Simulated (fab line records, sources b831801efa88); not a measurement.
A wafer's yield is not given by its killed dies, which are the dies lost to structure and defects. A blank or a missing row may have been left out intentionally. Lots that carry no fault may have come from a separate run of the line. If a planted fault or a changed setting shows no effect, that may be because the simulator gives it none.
One fault seen from 2 desks || flow sky130 || numbers are kept per desk, each desk with only its own; the story behind them comes last

AT THE METROLOGY DESK
What the gauges read for every lot (on any tool): the sampled wafers with a number, averaged. If a lot's mean is further than 4 standard deviations from the usual mean, the lot is out of limits and carries the mark OUT (the distance appears in the brackets).
Columns: A = VIA2_HDPCVD_THK at SKY_VIA2_THK_MEAS_01, usual 1181 nm
{"lot": "L488", "first seen here": "day 35 14:26", "A": 1178}
{"lot": "L489", "first seen here": "day 35 22:21", "A": 1191}
{"lot": "L492", "first seen here": "day 37 04:24", "A": 1172}
{"lot": "L494", "first seen here": "day 37 22:22", "A": 1199}
{"lot": "L495", "first seen here": "day 38 07:04", "A": 1179}
{"lot": "L497", "first seen here": "day 38 19:18", "A": 1183}
{"lot": "L496", "first seen here": "day 38 21:04", "A": 1176}
{"lot": "L507", "first seen here": "day 41 03:14", "A": 1173}
{"lot": "L508", "first seen here": "day 41 17:09", "A": 1200}
{"lot": "L509", "first seen here": "day 41 18:08", "A": 1180}
{"lot": "L510", "first seen here": "day 42 00:55", "A": 1172}
Result from this desk: across the 11 lots, nothing is out of limits.

AT THE TOOL OWNER'S DESK: cmp-01
The tool's own readings at SKY_VIA1_CMP_24 (polishes, stops on SiO2, t overpolish 15 s, target thk 0 nm): means of the sampled wafers that have a number, for each lot that ran on this tool. If a lot's mean is further than 4 standard deviations from the usual mean, the lot is out of limits and carries the mark OUT (the distance appears in the brackets).
Columns: A = edgeZonePressureFrac at SKY_VIA1_CMP_24, usual 0.999; B = headPressurePsi at SKY_VIA1_CMP_24, usual 3.500 psi; C = motorCurrentA at SKY_VIA1_CMP_24, usual 10.2 A; D = overpolishRunS at SKY_VIA1_CMP_24, usual 15.001 s; E = timeToEndpointS at SKY_VIA1_CMP_24, usual 67 s
{"lot": "L492", "first seen here": "day 36 00:25", "A": 0.998, "B": 3.500, "C": 10.5, "D": 14.998, "E": 70}
{"lot": "L497", "first seen here": "day 37 16:16", "A": 0.994, "B": 3.494, "C": 9.9, "D": 15.004, "E": 65}
{"lot": "L496", "first seen here": "day 37 17:47", "A": 1.003, "B": 3.516, "C": 9.9, "D": 14.993, "E": 70}
{"lot": "L508", "first seen here": "day 40 15:44", "A": 0.998, "B": 3.499, "C": 10.6, "D": 15.003, "E": 73}
{"lot": "L509", "first seen here": "day 40 15:59", "A": 0.996, "B": 3.498, "C": 9.7, "D": 15.002, "E": 67}
{"lot": "L510", "first seen here": "day 41 00:11", "A": 1.006, "B": 3.493, "C": 10.6, "D": 15.001, "E": 72}
Result from this desk: across the 6 lots, nothing is out of limits.

TAKEN TOGETHER
At the metrology desk, nothing out of limits was observed.
The tool owner's desk saw nothing out of limits.

WHAT THE SIMULATOR HAD INSERTED
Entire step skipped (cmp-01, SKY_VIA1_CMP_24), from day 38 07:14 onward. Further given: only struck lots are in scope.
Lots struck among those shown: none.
